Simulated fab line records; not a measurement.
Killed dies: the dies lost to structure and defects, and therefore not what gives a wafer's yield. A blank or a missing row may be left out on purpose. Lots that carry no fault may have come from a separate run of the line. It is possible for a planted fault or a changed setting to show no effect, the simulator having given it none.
Chamber matching + flow gf180mcu + GF_PASSIVATION_ETCH_11 on rie_diel-04 has 4 sister chambers
The step etches the open film in CF4/O2, stops on TiN, target depth 2040 nm, time 453.3 s. 4 wafers are shown with their chamber, then 9 later ones without.

== WAFERS, EACH WITH ITS CHAMBER ==
| wafer  | chamber | drypump_motor_current_A (A) |
|--------|---------|-----------------------------|
| L089.4 | 2       | 5.67                        |
| L090.1 | 1       | 5.04                        |
| L090.2 | 0       | 5.62                        |
| L090.3 | 3       | 5.69                        |

== WAFERS WITHOUT THEIR CHAMBER ==
| wafer  | drypump_motor_current_A (A) |
|--------|-----------------------------|
| L093.3 | 5.64                        |
| L093.4 | 5.65                        |
| L093.6 | 5.01                        |
| L096.1 | 5.70                        |
| L096.2 | 5.64                        |
| L096.3 | 5.62                        |
| L097.3 | 5.64                        |
| L097.4 | 5.02                        |
| L097.5 | 5.64                        |

== EACH ONE'S CHAMBER ==
| wafer  | from the rows above          | in truth |
|--------|------------------------------|----------|
| L093.3 | can't be placed: 0 or 2 or 3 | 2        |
| L093.4 | can't be placed: 2 or 0 or 3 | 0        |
| L093.6 | 1                            | 1        |
| L096.1 | can't be placed: 3 or 2      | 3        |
| L096.2 | can't be placed: 0 or 2 or 3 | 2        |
| L096.3 | 0                            | 0        |
| L097.3 | can't be placed: 0 or 2 or 3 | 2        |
| L097.4 | 1                            | 1        |
| L097.5 | can't be placed: 0 or 2 or 3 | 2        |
Correctly placed: 3 of 9. These rows do not allow placing 6 (true chamber among the candidates in 6). 0 placed wrongly.
How it was worked out, from the rows above alone: a wafer's distance from a chamber is the root of the sum, over the readings, of the square of ((its reading less the chamber's mean) divided by the reading's scatter). If the next closest chamber is less than 2 further off than the closest, the wafer can't be placed; otherwise it belongs to the closest. Each chamber's mean is taken over the wafers shown for it. The scatter: with one shown wafer a chamber, the root of the mean of the squares of how far each hidden wafer lies from its nearest shown one.
